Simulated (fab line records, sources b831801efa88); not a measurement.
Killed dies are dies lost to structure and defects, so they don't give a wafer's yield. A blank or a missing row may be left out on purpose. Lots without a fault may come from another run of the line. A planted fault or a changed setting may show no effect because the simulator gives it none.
Which tool did it? | flow sky130 | 6 lots, 18 wafers sampled, at 1 step of a route of 708

WHAT THE GAUGES READ, wafer by wafer
SKY_METAL1_CD_MEAS_15: target cd 140 nm.
lot  | measured     | on        | cd_nm (nm)
L938 | day 33 11:04 | cd_sem-01 | 139.7 138.4 138.9
L942 | day 35 19:41 | cd_sem-01 | 140.9 141.6 140.6
L945 | day 36 05:44 | cd_sem-01 | 139.4 139.5 139.4
L949 | day 37 09:13 | cd_sem-01 | 136.9 137.5 138.0
L958 | day 39 16:09 | cd_sem-01 | 139.1 138.5 139.4
L959 | day 40 00:02 | cd_sem-01 | 136.6 135.4 135.2

WHICH TOOL RAN EACH LOT (tool, then ch and the chambers of the sampled wafers, then the start)
The record holds no process step before these readings.

THE ANSWER, worked out from the rows above alone
Rule: what is usual is taken from the lots themselves. Put in order of their means at a reading, lots are off if they are a third of the lots or fewer, leave a main group of 4 or more, and stand apart from it by a gap of 3 or more times the standard deviation of the main group's means; of several such gaps the widest counts. A main group whose means are all the same, to the digits that the tables above print for the reading, isn't used. A lot without any number at a reading at which 4 lots or more have one is off too. The other lots that the step has rows for count as sound.
No lot is off at any reading shown: from this, nothing can be told.

WHAT THE SIMULATOR HAD PUT IN
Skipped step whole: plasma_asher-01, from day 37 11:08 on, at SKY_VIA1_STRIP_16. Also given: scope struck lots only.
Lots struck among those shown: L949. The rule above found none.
